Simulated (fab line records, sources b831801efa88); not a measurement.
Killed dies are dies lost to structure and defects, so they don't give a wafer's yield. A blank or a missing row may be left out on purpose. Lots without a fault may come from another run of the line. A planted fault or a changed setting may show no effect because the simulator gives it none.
Which tool did it? | flow sfq_line | 7 lots, 21 wafers sampled, at 4 steps of a route of 325

WHAT THE GAUGES READ, wafer by wafer
SFQ_M7_OVL_MEAS_945.
lot  | measured     | on         | M7_OVL (nm)
L849 | day 77 11:25 | overlay-01 | 6 8 -6
L852 | day 81 11:52 | overlay-01 | 3 6 8
L854 | day 81 23:51 | overlay-01 | 4 0 -4
L861 | day 84 13:19 | overlay-02 | 5 -2 -1
L865 | day 85 10:04 | overlay-02 | 4 0 4
L867 | day 85 12:28 | overlay-02 | 1 4 6
L869 | day 85 16:11 | overlay-02 | 0 -6 -3

WHICH TOOL RAN EACH LOT (tool, then ch and the chambers of the sampled wafers, then the start)
lot  | SFQ_TRILAYER_R5_STRIP_STRIP_140   | SFQ_TRILAYER_C5_STRIP_STRIP_155   | SFQ_TRILAYER_I6_VIA_BARC_OPEN_VIA_ETCH_235
L849 | rie_metal-02 ch 0,1, day 62 14:41 | rie_metal-04 ch 0,1, day 67 18:07 | rie_diel-01 ch 1,2, day 77 04:54
L852 | rie_metal-03 ch 0,1, day 63 13:32 | rie_metal-01 ch 0,1, day 68 09:38 | rie_diel-04 ch 0,1, day 77 19:18
L854 | rie_metal-02 ch 0,1, day 64 02:16 | rie_metal-01 ch 0,1, day 69 02:22 | rie_diel-01 ch 1,3, day 78 07:50
L861 | rie_metal-03 ch 0,1, day 66 20:20 | rie_metal-04 ch 0, day 71 18:53   | rie_diel-04 ch 0,2,3, day 80 10:34
L865 | rie_metal-04 ch 0,1, day 68 04:44 | rie_metal-01 ch 0,1, day 72 23:41 | rie_diel-04 ch 0,2,3, day 81 14:17
L867 | rie_metal-04 ch 0,1, day 68 20:23 | rie_metal-01 ch 0,1, day 73 13:01 | rie_diel-01 ch 1,2,3, day 81 22:41
L869 | rie_metal-03 ch 0,1, day 69 05:59 | rie_metal-02 ch 0,1, day 73 20:28 | rie_diel-04 ch 1,2,3, day 82 04:41
- SFQ_TRILAYER_R5_STRIP_STRIP_140: strips in O2.
- SFQ_TRILAYER_C5_STRIP_STRIP_155: strips in O2.
- SFQ_TRILAYER_I6_VIA_BARC_OPEN_VIA_ETCH_235: etches BARC in O2, target depth 125 nm, time 41.7 s.

THE ANSWER, worked out from the rows above alone
Rule: what is usual is taken from the lots themselves. Put in order of their means at a reading, lots are off if they are a third of the lots or fewer, leave a main group of 4 or more, and stand apart from it by a gap of 3 or more times the standard deviation of the main group's means; of several such gaps the widest counts. A main group whose means are all the same, to the digits that the tables above print for the reading, isn't used. A lot without any number at a reading at which 4 lots or more have one is off too. The other lots that the step has rows for count as sound.
No lot is off at any reading shown: from this, nothing can be told.

WHAT THE SIMULATOR HAD PUT IN
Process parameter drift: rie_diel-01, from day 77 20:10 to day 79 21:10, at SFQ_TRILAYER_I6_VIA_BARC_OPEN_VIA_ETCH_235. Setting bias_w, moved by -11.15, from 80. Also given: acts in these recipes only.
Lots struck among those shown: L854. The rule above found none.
